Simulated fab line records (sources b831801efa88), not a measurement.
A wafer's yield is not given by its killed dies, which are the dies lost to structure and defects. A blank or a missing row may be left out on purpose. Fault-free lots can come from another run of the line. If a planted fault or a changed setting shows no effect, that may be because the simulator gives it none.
Matching of chambers | flow gf180mcu | GF_STI_ETCH_13 on rieDiel-04: 4 sister chambers
The step etches the open film in CHF3/O2, stops on Si, target depth 282.31 nm, time 112.9 s. 4 wafers are shown with their chamber, then 7 later ones without.

WAFERS, EACH WITH ITS CHAMBER
wafer  | chamber | drypumpMotorCurrentA (A)
L948.3 | 3       | 5.6
L951.5 | 2       | 5.2
L954.1 | 0       | 5.1
L954.3 | 1       | 5.4

WAFERS WITH NO CHAMBER GIVEN
wafer  | drypumpMotorCurrentA (A)
L954.6 | 5.6
L955.1 | 5.1
L955.4 | 5.3
L955.6 | 5.3
L958.3 | 5.0
L958.4 | 5.4
L958.6 | 5.0

WHICH CHAMBER EACH ONE RAN IN
wafer  | from the rows above          | in truth
L954.6 | 3                            | 3
L955.1 | can't be placed: 0 or 2      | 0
L955.4 | can't be placed: 2 or 1 or 0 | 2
L955.6 | can't be placed: 2 or 1 or 0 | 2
L958.3 | can't be placed: 0 or 2      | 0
L958.4 | 1                            | 1
L958.6 | can't be placed: 0 or 2      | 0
Correctly placed: 2 of 7. These rows do not allow placing 5 (true chamber among the candidates in 5). Number placed wrongly: 0.
How it was worked out, from the rows above alone: a wafer's distance from a chamber is the root of the sum, over the readings, of the square of ((its reading less the chamber's mean) divided by the reading's scatter). If the next closest chamber is less than 2 further off than the closest, the wafer can't be placed; otherwise it belongs to the closest. Each chamber's mean is taken over the wafers shown for it. The scatter: root of mean squared gap, hidden wafer to nearest shown wafer, with one shown wafer a chamber.
